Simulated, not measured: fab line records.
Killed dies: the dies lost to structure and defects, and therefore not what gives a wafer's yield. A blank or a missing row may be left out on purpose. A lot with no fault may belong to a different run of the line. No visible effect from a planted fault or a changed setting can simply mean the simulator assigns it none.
Comparing a struck lot with a sound one    flow gf180mcu    15 steps out of a route of 602
Sound: the wafers L148.1, L148.5, L148.6. Struck: wafer L159.6. (L159.2 of the same lot was not struck and is left out.) The cause comes at the end.
Each step with rows lists, per side, the tool, then ch with its chambers, then its first start. Under that, the readings that differ: sound wafers    struck wafers    difference of the means    sigmas: that difference in standard deviations of wafers without a fault.
alike: a reading whose means differ by less than 2 such deviations, as well as words and numbers matching on both sides. not compared: withheld readings; readings where some wafer has no value; bounds like >300 that might hide an equal value; numbers whose values overlap and for which the record gives no deviation.
The two part at a step that has a row with sigmas, a row that says differs or no value, or rows on one side only. Numbers that have no deviation but don't overlap get no sigmas and don't part them. A reading missing from all wafers of one side parts the sides only when that side holds two or more wafers.

first, 5 steps without rows for these wafers: GF_V3_COAT_09 (resist thk 1000 nm); GF_V3_SOFTBAKE_10 (time 60 s); GF_V3_EXPOSE_11 (exposes mask Via3, target cd 260 nm); GF_V3_PEB_12 (peb time 90 s); GF_V3_DEVELOP_13 (develop time 60 s).
GF_V3_CD_MEAS_14: the cd target is 260 nm.
  sound: cd_sem-01 at day 22 20:43; struck: cd_sem-01 at day 26 02:22
reading     sound              struck  difference  sigmas
cd_nm (nm)  261.1 260.2 261.8  258.5   -2.5        -3
GF_V3_OVL_MEAS_15:
  sound: overlay-01 at day 22 20:50; struck: overlay-01 at day 26 02:29
  alike: V3_OVL
GF_V3_ETCH_16: etches BARC in N2/H2.
  sound on rie_diel-01 ch 0,1,2, day 22 20:52; struck on rie_diel-03 ch 1, day 26 02:31
reading                      sound                 struck  difference  sigmas
drypump_motor_current_A (A)  5.56 5.71 5.95        5.09    -0.65       -2
throttle_valve_pct (%)       13.221 13.210 13.227  13.239  +0.020      +2
  alike: oes_product_au
GF_V3_ETCH_17: etches SiO2 in C4F8/O2/Ar, stops on TiN, target depth 635 nm.
  sound on rie_diel-01 ch 0,1,2; struck on rie_diel-03 ch 1
  alike: oes_product_au
GF_V3_STRIP_18: strips in O2/N2.
  sound on plasma_asher-03 ch 0,1, day 22 21:00; struck on plasma_asher-03 ch 0, day 26 02:38
  alike: drypump_motor_current_A, heater_power_w, oes_product_au
  not compared: rf_hours_counter_h
then, 2 steps without rows for these wafers: GF_V3_STRIP_19 (strips in post etch residue remover, time 1200 s); GF_V3_CLEAN_20 (cleans in DIW).
GF_V3_SPUTTER_21: material Ti, target thk 15 nm, time 80.02 s.
  sound: pvd_sputter-01 at day 22 21:32; struck: pvd_sputter-02 at day 26 03:12
reading                                sound              struck  difference  sigmas
model.Ti_of_V3_SPUTTER_21.thk_nm (nm)  15.05 15.16 15.12  15.47   +0.36       
  alike: throttle_valve_pct
GF_V3_SPUTTER_22: material TiN, target thk 10 nm, time 40 s.
  sound: pvd_sputter-01 at day 22 21:36; struck: pvd_sputter-02 at day 26 03:16
  alike: throttle_valve_pct
GF_PASSIVATION_PROBE_99:
  rows exist in the record for the sound wafers here (prober-02, day 29 09:40), none for the struck ones

## WHERE THEY PART
Earliest at GF_V3_CD_MEAS_14; latest, in this record, at GF_PASSIVATION_PROBE_99.

WHY: what the simulator had put in
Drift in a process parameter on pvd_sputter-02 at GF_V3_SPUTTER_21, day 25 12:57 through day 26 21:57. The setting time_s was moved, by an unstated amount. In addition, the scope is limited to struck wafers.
